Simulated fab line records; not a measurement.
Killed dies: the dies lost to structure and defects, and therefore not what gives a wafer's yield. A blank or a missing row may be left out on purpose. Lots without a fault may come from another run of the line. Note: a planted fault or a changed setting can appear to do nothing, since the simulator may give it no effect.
Which tool is to blame? + flow gf180mcu + 39 wafers from 13 lots sampled at 4 of the route's 602 steps

== WHAT THE GAUGES SHOWED, per wafer ==
GF_CONTACT_OVL_MEAS_15. Usual: CONTACT_OVL gives 0 nm (standard deviation 5.7).
| lot  | measured     | on         | CONTACT_OVL (nm) | flag |
|------|--------------|------------|------------------|------|
| L262 | day 16 01:59 | overlay-02 | -5 -8 -6         |      |
| L263 | day 16 13:42 | overlay-02 | -15 -9 -8        |      |
| L264 | day 16 19:12 | overlay-01 | -4 -10 -6        |      |
| L265 | day 17 03:21 | overlay-01 | -2 3 -2          |      |
| L266 | day 17 08:52 | overlay-02 | -4 -1 -2         |      |
| L267 | day 18 04:13 | overlay-02 | 0 -9 4           |      |
| L268 | day 18 04:43 | overlay-02 | 5 -1 5           |      |
| L269 | day 18 14:32 | overlay-01 | -6 -7 -4         |      |
| L271 | day 19 09:03 | overlay-01 | 4 9 10           |      |
| L272 | day 19 17:35 | overlay-02 | 12 4 3           |      |
| L273 | day 20 02:22 | overlay-02 | -1 2 -1          |      |
| L277 | day 21 15:06 | overlay-02 | 18 9 8           |      |
| L278 | day 21 22:00 | overlay-01 | 6 -5 5           |      |

GF_V1_CD_MEAS_14 targets a cd of 260 nm. Usual: cd_nm at 260.4 nm, with a standard deviation of 1.1.
| lot  | measured     | on        | cd_nm (nm)        | flag |
|------|--------------|-----------|-------------------|------|
| L262 | day 18 01:55 | cd_sem-01 | 260.4 260.2 260.9 |      |
| L263 | day 18 14:28 | cd_sem-01 | 258.3 257.5 258.2 |      |
| L264 | day 18 21:01 | cd_sem-02 | 260.4 260.7 261.4 |      |
| L265 | day 19 05:24 | cd_sem-02 | 260.9 261.4 261.6 |      |
| L266 | day 19 12:46 | cd_sem-02 | 260.4 259.1 260.5 |      |
| L267 | day 20 08:40 | cd_sem-02 | 259.7 259.1 259.0 |      |
| L268 | day 20 08:45 | cd_sem-01 | 258.8 258.4 259.4 |      |
| L269 | day 20 17:11 | cd_sem-02 | 260.4 260.0 259.2 |      |
| L271 | day 21 12:23 | cd_sem-02 | 259.8 259.0 260.5 |      |
| L272 | day 21 21:11 | cd_sem-02 | 261.1 259.8 260.8 |      |
| L273 | day 22 04:45 | cd_sem-02 | 261.0 260.5 260.6 |      |
| L277 | day 23 16:32 | cd_sem-01 | 260.9 260.8 259.4 |      |
| L278 | day 23 22:59 | cd_sem-01 | 260.1             |      |

== WHAT TOOL EACH LOT RAN ON (gives the tool, then ch and the chambers of the sampled wafers, and finally the start) ==
| lot  | GF_M1_METAL_ETCH_16               | GF_M1_STRIP_17                       |
|------|-----------------------------------|--------------------------------------|
| L262 | rie_metal-01 ch 0,1, day 17 02:07 | plasma_asher-01 ch 0,1, day 17 02:15 |
| L263 | rie_metal-01 ch 0,1, day 17 14:05 | plasma_asher-01 ch 0,1, day 17 14:12 |
| L264 | rie_metal-01 ch 0,1, day 17 19:59 | plasma_asher-02 ch 0, day 17 20:07   |
| L265 | rie_metal-04 ch 0,1, day 18 03:53 | plasma_asher-03 ch 1, day 18 04:04   |
| L266 | rie_metal-04 ch 0, day 18 10:53   | plasma_asher-03 ch 0, day 18 11:03   |
| L267 | rie_metal-01 ch 0,1, day 19 06:32 | plasma_asher-03 ch 0,1, day 19 06:40 |
| L268 | rie_metal-04 ch 0,1, day 19 06:48 | plasma_asher-01 ch 0,1, day 19 06:56 |
| L269 | rie_metal-03 ch 0,1, day 19 15:58 | plasma_asher-02 ch 0,1, day 19 16:05 |
| L271 | rie_metal-01 ch 0,1, day 20 10:47 | plasma_asher-02 ch 0,1, day 20 10:54 |
| L272 | rie_metal-03 ch 0,1, day 20 19:44 | plasma_asher-01 ch 0,1, day 20 19:52 |
| L273 | rie_metal-04 ch 0, day 21 03:40   | plasma_asher-01 ch 0,1, day 21 03:52 |
| L277 | rie_metal-04 ch 0, day 22 16:10   | plasma_asher-01 ch 0,1, day 22 16:21 |
| L278 | rie_metal-03 ch 0,1, day 22 23:04 | plasma_asher-01 ch 0,1, day 22 23:12 |
- GF_M1_METAL_ETCH_16: etches the open film in Cl2/BCl3, stops on SiO2, target depth 750.8 nm, time 125.1 s.
- GF_M1_STRIP_17: strips in O2/N2.

== AS READ BY THE TOOLS THEMSELVES (means over the sampled wafers that have a number; for cases with no such wafer, the mark the record gives instead) ==
GF_M1_METAL_ETCH_16. Usual: drypump_motor_current_A 6.0 A, standard deviation 0.48; oes_product_au 0.992 a.u., standard deviation 0.0068; throttle_valve_pct 28.227 %, standard deviation 0.01.
| lot  | tool         | drypump_motor_current_A (A) | oes_product_au (a.u.) | throttle_valve_pct (%) | flag |
|------|--------------|-----------------------------|-----------------------|------------------------|------|
| L262 | rie_metal-01 | 5.9                         | 0.991                 | 28.228                 |      |
| L263 | rie_metal-01 | 5.9                         | 0.992                 | 28.221                 |      |
| L264 | rie_metal-01 | 5.9                         | 0.991                 | 28.224                 |      |
| L265 | rie_metal-04 | 6.1                         | 0.987                 | 28.227                 |      |
| L266 | rie_metal-04 | 5.8                         | 0.980                 | 28.238                 |      |
| L267 | rie_metal-01 | 5.8                         | 0.994                 | 28.224                 |      |
| L268 | rie_metal-04 | 5.9                         | 0.996                 | 28.241                 |      |
| L269 | rie_metal-03 | 6.3                         | 0.997                 | 28.224                 |      |
| L271 | rie_metal-01 | 5.9                         | 0.991                 | 28.237                 |      |
| L272 | rie_metal-03 | 6.2                         | 0.997                 | 28.227                 |      |
| L273 | rie_metal-04 | 5.8                         | 0.986                 | 28.231                 |      |
| L277 | rie_metal-04 | 5.8                         | 0.978                 | 28.247                 |      |
| L278 | rie_metal-03 | 6.3                         | 0.887                 | 28.344                 | OFF  |

GF_M1_STRIP_17. Usual: drypump_motor_current_A 5.6 A, standard deviation 0.48; heater_power_w 346 W, standard deviation 59; o2_flow_sccm 3001 sccm, standard deviation 9.5; oes_product_au 0.536 a.u., standard deviation 0.0048; strip_time_to_endpoint_s 7.34 s, standard deviation 0.06.
| lot  | tool            | drypump_motor_current_A (A) | heater_power_w (W) | o2_flow_sccm (sccm) | oes_product_au (a.u.) | strip_time_to_endpoint_s (s) | flag |
|------|-----------------|-----------------------------|--------------------|---------------------|-----------------------|------------------------------|------|
| L262 | plasma_asher-01 | 5.9                         | 365                | 3003                | 0.537                 | 7.33                         |      |
| L263 | plasma_asher-01 | 6.0                         | 398                | 3008                | 0.537                 | 7.33                         |      |
| L264 | plasma_asher-02 | 5.1                         | 314                | 3002                | 0.540                 | 7.39                         |      |
| L265 | plasma_asher-03 | 6.1                         | 286                | 2996                | 0.537                 | 7.37                         |      |
| L266 | plasma_asher-03 | 5.1                         | 271                | 3003                | 0.536                 | 7.41                         |      |
| L267 | plasma_asher-03 | 5.4                         | 278                | 2987                | 0.539                 | 7.33                         |      |
| L268 | plasma_asher-01 | 6.1                         | 399                | 3002                | 0.542                 | 7.39                         |      |
| L269 | plasma_asher-02 | 5.1                         | 344                | 3005                | 0.536                 | 7.30                         |      |
| L271 | plasma_asher-02 | 5.2                         | 382                | 3003                | 0.534                 | 7.34                         |      |
| L272 | plasma_asher-01 | 5.9                         | 365                | 3005                | 0.537                 | 7.34                         |      |
| L273 | plasma_asher-01 | 6.0                         | 389                | 3007                | 0.534                 | 7.40                         |      |
| L277 | plasma_asher-01 | 5.9                         | 366                | 3003                | 0.539                 | 7.48                         |      |
| L278 | plasma_asher-01 | 6.0                         | 395                | 2989                | 0.556                 | 7.82                         | OFF  |

== THE ANSWER, worked out from the rows above alone ==
Rule: lot off if the mean of its wafers having a number is beyond 3 standard deviations from the usual mean. Also off: a lot with no number at a reading for which 4 or more lots have one. Where the step has rows for the other lots, those lots are counted as sound. After the gauges, taken in route order, come the tools' own readings; for these a lot's mean is taken, as printed above. At the first step where some lot is off, the reading lying furthest off is the one used; lots without a number count as furthest.
Off: L278, at GF_M1_METAL_ETCH_16 (oes_product_au).
If a tool, at that step or one of the process steps before it, ran each lot that is off and ran no sound lot following the first of them, it fits. One fits: rie_metal-03 at GF_M1_METAL_ETCH_16. A fault onset in the window from L272 (day 20 19:44, its last sound lot) to L278 (day 22 23:04, its first lot off) fits.
The tool's own readings at GF_M1_METAL_ETCH_16 bear it out: on the lots that are off they differ by more than 5 times the standard deviation of the sound lots' means. oes_product_au reads 0.887 a.u. there against 0.990 a.u. on the sound lots; throttle_valve_pct reads 28.344 % there against 28.231 % on the sound lots.

== WHAT WAS PUT IN BY THE SIMULATOR ==
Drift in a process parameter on rie_metal-03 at GF_M1_METAL_ETCH_16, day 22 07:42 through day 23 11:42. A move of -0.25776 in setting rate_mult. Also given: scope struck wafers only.
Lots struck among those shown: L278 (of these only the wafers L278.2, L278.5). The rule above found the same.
